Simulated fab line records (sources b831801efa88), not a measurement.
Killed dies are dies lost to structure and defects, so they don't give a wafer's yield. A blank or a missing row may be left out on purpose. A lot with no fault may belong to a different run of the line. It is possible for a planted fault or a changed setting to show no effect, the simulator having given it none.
fab line records ; flow sky130
record lots=12; wafers=36; last-day=50
route steps=708 shown DNWELL@39 NWELL@68 POLY_GATE@205 METAL1@434 VIA1@459 PAD_OPEN@708
lots untouched by any fault: they come from a run of this same line in which no faults occurred
start-h: hours from the record's first day to the start of the lot's first wafer shown ; wait-h: hours from the lot's prior step to this one ; " unchanged from the row above ; L1.1+2: one row covering several wafers at once ; - no value, or no start was given ; * or withheld: withheld ; < > ~ a bound
route shown NAME@n: names a module that has steps shown in the file, with the first one's number in the route ; usual: the fault-free wafers' mean and standard deviation ; same: alike in all rows ; chamber/n: place in a boat ; sites: the reading at each site ; _std_site: the values' standard deviation ; _edge_site: inner sites' mean taken away from outer sites' mean ; radius-mm: for every site, how far away it sits from the centre of the wafer ; mask NAME#n: copy n ; behind: the last tool/chamber to shape the wafer ; hold: what put the lot on hold/how long, in hours/how the hold closed ; device: which transistor (n, p or np) failed to switch ; end of line: tests run on the same wafers once the route is complete ; a step given without rows: its recipe and nothing more ; killed: at the first sort, the dies lost to defects and structure; wafer yield is something else ; map: a wafer's dies, marking killed ones x, the rest . and places with no die _
set.NAME: the setting as run; set.NAME@STEP: as run at that earlier step ; model.NAME: the simulator's own value behind a step, which no gauge read
one table for each step of the route and one row for each wafer, over a sample of lots
services: when a tool's chamber went out of use (start-h, in hours from the record's first day, below 0 if earlier), for how many hours, and the reason
## steps
# step SKY_DNWELL_EXPOSE_04
# recipe mask-id=DNM; na=0.57; target-cd-nm=3000; dose-mj=222
# usual reticle-temp-C=22.98/0.11
lot.wafer;tool;chamber;start-h;wait-h;mask;reticle-temp-C
L345.2;iline-stepper-02;0;48.44;-;DNM#0;23.04
L345.5;iline-stepper-02;0;48.44;-;DNM#0;22.94
L345.6;iline-stepper-02;0;48.44;-;DNM#0;23.14
L348.2;iline-stepper-02;0;63.75;-;DNM#0;23.25
L348.3;iline-stepper-02;0;63.75;-;DNM#0;23.10
L348.4;iline-stepper-02;0;63.75;-;DNM#0;23.21
L352.1;iline-stepper-02;0;81.76;-;NWM#0;23.12
L352.2;iline-stepper-02;0;81.76;-;NWM#0;23.03
L352.5;iline-stepper-02;0;81.76;-;NWM#0;22.89
L353.1;iline-stepper-01;0;86.10;-;DNM#0;23.03
L353.5;iline-stepper-01;0;86.10;-;DNM#0;23.00
L353.6;iline-stepper-01;0;86.10;-;DNM#0;22.98
L354.1;iline-stepper-02;0;92.00;-;DNM#0;23.10
L354.3;iline-stepper-02;0;92.00;-;DNM#0;23.07
L354.6;iline-stepper-02;0;92.00;-;DNM#0;23.00
L357.3;iline-stepper-01;0;111.71;-;DNM#0;23.07
L357.5;iline-stepper-01;0;111.71;-;DNM#0;22.95
L357.6;iline-stepper-01;0;111.71;-;DNM#0;23.07
L358.1;iline-stepper-01;0;118.71;-;DNM#0;22.85
L358.5;iline-stepper-01;0;118.71;-;DNM#0;22.92
L358.6;iline-stepper-01;0;118.71;-;DNM#0;23.01
L361.1;iline-stepper-02;0;132.19;-;DNM#0;22.99
L361.4;iline-stepper-02;0;132.19;-;DNM#0;23.13
L361.6;iline-stepper-02;0;132.19;-;DNM#0;23.11
L363.1;iline-stepper-01;0;139.09;-;DNM#0;23.02
L363.3;iline-stepper-01;0;139.09;-;DNM#0;22.93
L363.5;iline-stepper-01;0;139.09;-;DNM#0;22.90
L366.1;iline-stepper-02;0;157.72;-;DNM#0;22.98
L366.4;iline-stepper-02;0;157.72;-;DNM#0;22.87
L366.5;iline-stepper-02;0;157.72;-;DNM#0;22.80
L367.1;iline-stepper-02;0;160.71;-;DNM#0;23.04
L367.2;iline-stepper-02;0;160.71;-;DNM#0;22.90
L367.5;iline-stepper-02;0;160.71;-;DNM#0;23.03
L368.3;iline-stepper-02;0;165.58;-;DNM#0;22.84
L368.5;iline-stepper-02;0;165.58;-;DNM#0;23.06
L368.6;iline-stepper-02;0;165.58;-;DNM#0;22.98
# step SKY_DNWELL_TW_MEAS_09
# usual DNWELL_TW=1121/11
lot.wafer;tool;chamber;start-h;wait-h;DNWELL_TW
L345.2;film-metro-03;-;55.65;0.1;1113
L345.5;film-metro-03;-;55.65;0.1;1113
L345.6;film-metro-03;-;55.65;0.1;1107
L348.2;film-metro-02;-;72.15;0.1;1135
L348.3;film-metro-02;-;72.15;0.1;1138
L348.4;film-metro-02;-;72.15;0.1;1137
L352.1;film-metro-02;-;90.64;0.1;30
L352.2;film-metro-02;-;90.64;0.1;30
L352.5;film-metro-02;-;90.64;0.1;31
L353.1;film-metro-03;-;94.42;0.1;1118
L353.5;film-metro-03;-;94.42;0.1;1123
L353.6;film-metro-03;-;94.42;0.1;1113
L354.1;film-metro-04;-;100.87;0.1;1110
L354.3;film-metro-04;-;100.87;0.1;1112
L354.6;film-metro-04;-;100.87;0.1;1110
L357.3;film-metro-02;-;119.93;0.1;1146
L357.5;film-metro-02;-;119.93;0.1;1138
L357.6;film-metro-02;-;119.93;0.1;1144
L358.1;film-metro-03;-;128.34;0.1;1115
L358.5;film-metro-03;-;128.34;0.1;1118
L358.6;film-metro-03;-;128.34;0.1;1110
L361.1;film-metro-03;-;141.82;0.1;1112
L361.4;film-metro-03;-;141.82;0.1;1120
L361.6;film-metro-03;-;141.82;0.1;1109
L363.1;film-metro-03;-;149.11;0.1;1119
L363.3;film-metro-03;-;149.11;0.1;1119
L363.5;film-metro-03;-;149.11;0.1;1119
L366.1;film-metro-03;-;167.91;0.1;1122
L366.4;film-metro-03;-;167.91;0.1;1108
L366.5;film-metro-03;-;167.91;0.1;1120
L367.1;film-metro-04;-;170.74;0.1;1115
L367.2;film-metro-04;-;170.74;0.1;1116
L367.5;film-metro-04;-;170.74;0.1;1110
L368.3;film-metro-04;-;175.51;0.1;1106
L368.5;film-metro-04;-;175.51;0.1;1110
L368.6;film-metro-04;-;175.51;0.1;1107
# step SKY_NWELL_TW_MEAS_15
# usual NWELL_TW=1826/14
lot.wafer;tool;chamber;start-h;wait-h;NWELL_TW
L345.2;film-metro-02;-;88.15;0.1;1846
L345.5;film-metro-02;-;88.15;0.1;1850
L345.6;film-metro-02;-;88.15;0.1;1852
L348.2;film-metro-04;-;106.95;0.1;1822
L348.3;film-metro-04;-;106.95;0.1;1817
L348.4;film-metro-04;-;106.95;0.1;1818
L352.1;film-metro-02;-;125.33;0.1;1964
L352.2;film-metro-02;-;125.33;0.1;1975
L352.5;film-metro-02;-;125.33;0.1;1968
L353.1;film-metro-02;-;129.96;0.1;1867
L353.5;film-metro-02;-;129.96;0.1;1851
L353.6;film-metro-02;-;129.96;0.1;1847
L354.1;film-metro-04;-;137.09;0.1;1815
L354.3;film-metro-04;-;137.09;0.1;1822
L354.6;film-metro-04;-;137.09;0.1;1816
L357.3;film-metro-04;-;159.01;0.1;1820
L357.5;film-metro-04;-;159.01;0.1;1814
L357.6;film-metro-04;-;159.01;0.1;1817
L358.1;film-metro-04;-;168.04;0.1;1817
L358.5;film-metro-04;-;168.04;0.1;1813
L358.6;film-metro-04;-;168.04;0.1;1823
L361.1;film-metro-02;-;182.94;0.1;1855
L361.4;film-metro-02;-;182.94;0.1;1844
L361.6;film-metro-02;-;182.94;0.1;1848
L363.1;film-metro-03;-;190.46;0.1;1825
L363.3;film-metro-03;-;190.46;0.1;1828
L363.5;film-metro-03;-;190.46;0.1;1825
L366.1;film-metro-04;-;210.13;0.1;1824
L366.4;film-metro-04;-;210.13;0.1;1823
L366.5;film-metro-04;-;210.13;0.1;1815
L367.1;film-metro-04;-;213.91;0.1;1818
L367.2;film-metro-04;-;213.91;0.1;1824
L367.5;film-metro-04;-;213.91;0.1;1822
L368.3;film-metro-04;-;219.15;0.1;1814
L368.5;film-metro-04;-;219.15;0.1;1823
L368.6;film-metro-04;-;219.15;0.1;1823
# step SKY_POLY_GATE_THK_MEAS_01
# recipe reads=poly-Si_of_POLY_GATE_CVD_00
# usual POLY_GATE_CVD_00_THK=179.5/1.6
lot.wafer;tool;chamber;start-h;wait-h;POLY_GATE_CVD_00_THK[nm]
L345.2;film-metro-01;-;314.46;0.0;179.5
L345.5;film-metro-01;-;314.46;0.0;178.5
L345.6;film-metro-01;-;314.46;0.0;180.4
L348.2;film-metro-01;-;339.48;0.0;177.8
L348.3;film-metro-01;-;339.48;0.0;178.6
L348.4;film-metro-01;-;339.48;0.0;177.0
L352.1;film-metro-04;-;369.33;0.0;179.0
L352.2;film-metro-04;-;369.33;0.0;179.0
L352.5;film-metro-04;-;369.33;0.0;179.8
L353.1;film-metro-01;-;376.83;0.0;178.4
L353.5;film-metro-01;-;376.83;0.0;179.4
L353.6;film-metro-01;-;376.83;0.0;179.3
L354.1;film-metro-04;-;388.56;0.0;182.1
L354.3;film-metro-04;-;388.56;0.0;181.9
L354.6;film-metro-04;-;388.56;0.0;181.4
L357.3;film-metro-02;-;422.07;0.0;179.4
L357.5;film-metro-02;-;422.07;0.0;179.3
L357.6;film-metro-02;-;422.07;0.0;179.5
L358.1;film-metro-02;-;433.44;0.0;180.8
L358.5;film-metro-02;-;433.44;0.0;178.3
L358.6;film-metro-02;-;433.44;0.0;178.4
L361.1;film-metro-02;-;458.13;0.0;180.7
L361.4;film-metro-02;-;458.13;0.0;180.0
L361.6;film-metro-02;-;458.13;0.0;179.0
L363.1;film-metro-01;-;467.64;0.0;181.6
L363.3;film-metro-01;-;467.64;0.0;180.6
L363.5;film-metro-01;-;467.64;0.0;178.7
L366.1;film-metro-02;-;494.38;0.0;178.7
L366.4;film-metro-02;-;494.38;0.0;178.8
L366.5;film-metro-02;-;494.38;0.0;178.8
L367.1;film-metro-04;-;498.33;0.0;180.1
L367.2;film-metro-04;-;498.33;0.0;182.2
L367.5;film-metro-04;-;498.33;0.0;180.1
L368.3;film-metro-02;-;506.98;0.0;182.8
L368.5;film-metro-02;-;506.98;0.0;182.3
L368.6;film-metro-02;-;506.98;0.0;181.0
# step SKY_METAL1_SPUTTER_00
# recipe material=Ti; target-thk-nm=15; power-w=3000; time-s=10; chamber-pressure-pa=0.4
# usual throttle-valve-pct=29.8/0.91
lot.wafer;tool;chamber;start-h;wait-h;throttle-valve-pct
L345.2;pvd-sputter-03;-;735.22;0.2;30.5
L345.5;pvd-sputter-03;-;735.22;0.2;30.2
L345.6;pvd-sputter-03;-;735.22;0.2;30.6
L348.2;pvd-sputter-03;-;761.77;0.2;30.7
L348.3;pvd-sputter-03;-;761.77;0.2;30.7
L348.4;pvd-sputter-03;-;761.77;0.2;30.3
L352.1;pvd-sputter-01;-;791.97;0.2;29.9
L352.2;pvd-sputter-01;-;791.97;0.2;28.3
L352.5;pvd-sputter-01;-;791.97;0.2;29.8
L353.1;pvd-sputter-01;-;798.34;0.1;29.7
L353.5;pvd-sputter-01;-;798.34;0.1;30.4
L353.6;pvd-sputter-01;-;798.34;0.1;29.7
L354.1;pvd-sputter-03;-;809.25;0.1;30.2
L354.3;pvd-sputter-03;-;809.25;0.1;30.7
L354.6;pvd-sputter-03;-;809.25;0.1;30.6
L357.3;pvd-sputter-03;-;838.75;0.2;30.1
L357.5;pvd-sputter-03;-;838.75;0.2;30.5
L357.6;pvd-sputter-03;-;838.75;0.2;29.9
L358.1;pvd-sputter-01;-;847.04;0.1;28.2
L358.5;pvd-sputter-01;-;847.04;0.1;30.1
L358.6;pvd-sputter-01;-;847.04;0.1;30.1
L361.1;pvd-sputter-01;-;866.57;0.1;29.5
L361.4;pvd-sputter-01;-;866.57;0.1;28.4
L361.6;pvd-sputter-01;-;866.57;0.1;30.6
L363.1;pvd-sputter-02;-;876.10;0.2;28.3
L363.3;pvd-sputter-02;-;876.10;0.2;27.8
L363.5;pvd-sputter-02;-;876.10;0.2;28.2
L366.1;pvd-sputter-01;-;896.62;0.2;29.9
L366.4;pvd-sputter-01;-;896.62;0.2;28.1
L366.5;pvd-sputter-01;-;896.62;0.2;30.3
L367.1;pvd-sputter-03;-;903.27;0.1;30.2
L367.2;pvd-sputter-03;-;903.27;0.1;30.2
L367.5;pvd-sputter-03;-;903.27;0.1;30.6
L368.3;pvd-sputter-02;-;908.17;0.1;30.2
L368.5;pvd-sputter-02;-;908.17;0.1;30.3
L368.6;pvd-sputter-02;-;908.17;0.1;30.6
# step SKY_VIA1_THK_MEAS_01
# recipe reads=SiO2_of_VIA1_HDPCVD_00
# usual VIA1_HDPCVD_THK=1030/12
lot.wafer;tool;chamber;start-h;wait-h;VIA1_HDPCVD_THK[nm]
L345.2;film-metro-02;-;764.33;0.1;1023
L345.5;film-metro-02;-;764.33;0.1;1020
L345.6;film-metro-02;-;764.33;0.1;1013
L348.2;film-metro-02;-;789.76;0.1;1021
L348.3;film-metro-02;-;789.76;0.1;1027
L348.4;film-metro-02;-;789.76;0.1;1014
L352.1;film-metro-02;-;819.65;0.1;1039
L352.2;film-metro-02;-;819.65;0.1;1024
L352.5;film-metro-02;-;819.65;0.1;1019
L353.1;film-metro-01;-;826.29;0.1;1031
L353.5;film-metro-01;-;826.29;0.1;1048
L353.6;film-metro-01;-;826.29;0.1;1011
L354.1;film-metro-02;-;837.56;0.1;1025
L354.3;film-metro-02;-;837.56;0.1;1047
L354.6;film-metro-02;-;837.56;0.1;1053
L357.3;film-metro-01;-;865.93;0.1;1024
L357.5;film-metro-01;-;865.93;0.1;1005
L357.6;film-metro-01;-;865.93;0.1;1028
L358.1;film-metro-04;-;874.95;0.1;1029
L358.5;film-metro-04;-;874.95;0.1;1027
L358.6;film-metro-04;-;874.95;0.1;1033
L361.1;film-metro-04;-;893.77;0.1;1032
L361.4;film-metro-04;-;893.77;0.1;1028
L361.6;film-metro-04;-;893.77;0.1;1049
L363.1;film-metro-02;-;902.91;0.1;1006
L363.3;film-metro-02;-;902.91;0.1;1042
L363.5;film-metro-02;-;902.91;0.1;1044
L366.1;film-metro-01;-;922.92;0.1;1046
L366.4;film-metro-01;-;922.92;0.1;1024
L366.5;film-metro-01;-;922.92;0.1;1006
L367.1;film-metro-02;-;929.62;0.1;1034
L367.2;film-metro-02;-;929.62;0.1;1028
L367.5;film-metro-02;-;929.62;0.1;1029
L368.3;film-metro-01;-;935.26;0.1;1032
L368.5;film-metro-01;-;935.26;0.1;1038
L368.6;film-metro-01;-;935.26;0.1;1041
# step SKY_PAD_OPEN_PROBE_99
# usual killed_at_M0_to_M3=43/7.6; killed_at_M4_up=2.9/1.7; killed-at-contacts=24/5.5; killed-at-front-end=15/4.2; killed-at-other=0.3/0.52; killed-dies=86/9.4; killed-on-rim=17/4; killed-open=47/7; killed-short=39/6.4
# same gross-dies=492; killed-at-back-side=0
lot.wafer;tool;chamber;start-h;wait-h;killed_at_M0_to_M3;killed_at_M4_up;killed-at-contacts;killed-at-front-end;killed-at-other;killed-dies;killed-on-rim;killed-open;killed-short
L352.1;prober-01;-;1120.98;0.1;53;1;15;422;1;492;96;41;44
L352.2;prober-01;-;1121.03;0.1;37;3;14;437;1;492;96;29;45
L352.5;prober-01;-;1121.18;0.2;48;2;27;414;1;492;96;52;35
# killed by level:class
L352.1 DNWELL:area-expose=406 METAL2:geometric-particle:short=9 METAL1:geometric-particle:short=7 CONTACT:geometric-particle:open=6 VIA1:geometric-particle:open=6 VIA2:geometric-particle:open=6 VIA2:geometric-particle:short=6 FIELD_ISO:geometric-particle:open=5
L352.2 DNWELL:area-expose=417 VIA1:geometric-particle:open=9 FIELD_ISO:geometric-particle:short=7 VIA1:geometric-particle:short=7 LOCAL_INTERCONNECT:geometric-particle:short=6 FIELD_ISO:geometric-particle:open=4 POLY_GATE:geometric-particle:short=4 METAL1:geometric-particle:short=4
L352.5 DNWELL:area-expose=404 VIA1:geometric-particle:open=19 CONTACT:geometric-particle:open=7 LI_CONTACT:geometric-particle:open=6 LI_CONTACT:geometric-particle:short=5 VIA2:geometric-particle:open=5 LOCAL_INTERCONNECT:geometric-particle:short=5 METAL1:geometric-particle:short=5
## services
tool;chamber;start-h;hours;kind
iline-stepper-02;-;49.19;5.0;repair
iline-stepper-01;-;140.64;1.7;pm
iline-stepper-02;-;162.57;1.7;pm
iline-stepper-01;-;164.24;2.1;pm
pvd-sputter-01;-;188.95;6.5;repair
iline-stepper-02;-;216.19;4.0;repair
iline-stepper-01;-;221.75;0.7;repair
iline-stepper-01;-;285.41;1.6;repair
iline-stepper-01;-;301.11;14.5;repair
iline-stepper-02;-;323.49;3.4;repair
pvd-sputter-03;-;362.23;0.5;repair
pvd-sputter-01;-;363.27;2.6;repair
pvd-sputter-01;-;370.88;1.7;repair
iline-stepper-02;-;380.75;1.7;pm
iline-stepper-02;-;454.93;1.9;repair
iline-stepper-02;-;474.47;7.0;repair
iline-stepper-02;-;500.09;3.2;repair
pvd-sputter-01;-;565.20;1.3;repair
iline-stepper-02;-;598.93;1.7;pm
iline-stepper-02;-;675.80;4.4;pm
pvd-sputter-01;-;725.85;3.6;repair
pvd-sputter-01;-;755.98;2.7;repair
iline-stepper-02;-;817.20;1.7;pm
pvd-sputter-03;-;833.20;2.4;repair
## key
first-sign step=SKY_DNWELL_EXPOSE_04; reading=mask; direction=changed
effect step=SKY_DNWELL_TW_MEAS_09; reading=DNWELL_TW; direction=down; sigmas=98; usual=1121; struck=30
effect step=SKY_NWELL_TW_MEAS_15; reading=NWELL_TW; direction=up; sigmas=10; usual=1826; struck=1969
effect step=SKY_PAD_OPEN_PROBE_99; reading=killed-at-front-end; direction=up; sigmas=97; usual=15; struck=424
more-kills-born-at SKY_DNWELL_EXPOSE_04@iline-stepper-02=1227
met-at SKY_DNWELL_EXPOSE_04
struck-lots L352
tester-left-out L352
not-acting-at SKY_POLY_GATE_THK_MEAS_01,SKY_METAL1_SPUTTER_00,SKY_VIA1_THK_MEAS_01
onset-between 63.75 81.76
fault kind=wrong-mask; tool=any; chamber=-; onset-h=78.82; steps=SKY_DNWELL_EXPOSE_04; aux-copy=NWM#0; scope=struck-lots-only
# tester-left-out: of these lots the tester's yield and bins aren't shown, on N5 and GAA mostly nor the transistor test; their killed dies are dies lost to structure and defects alone, not to doping, threshold or leakage, so they don't give the yield
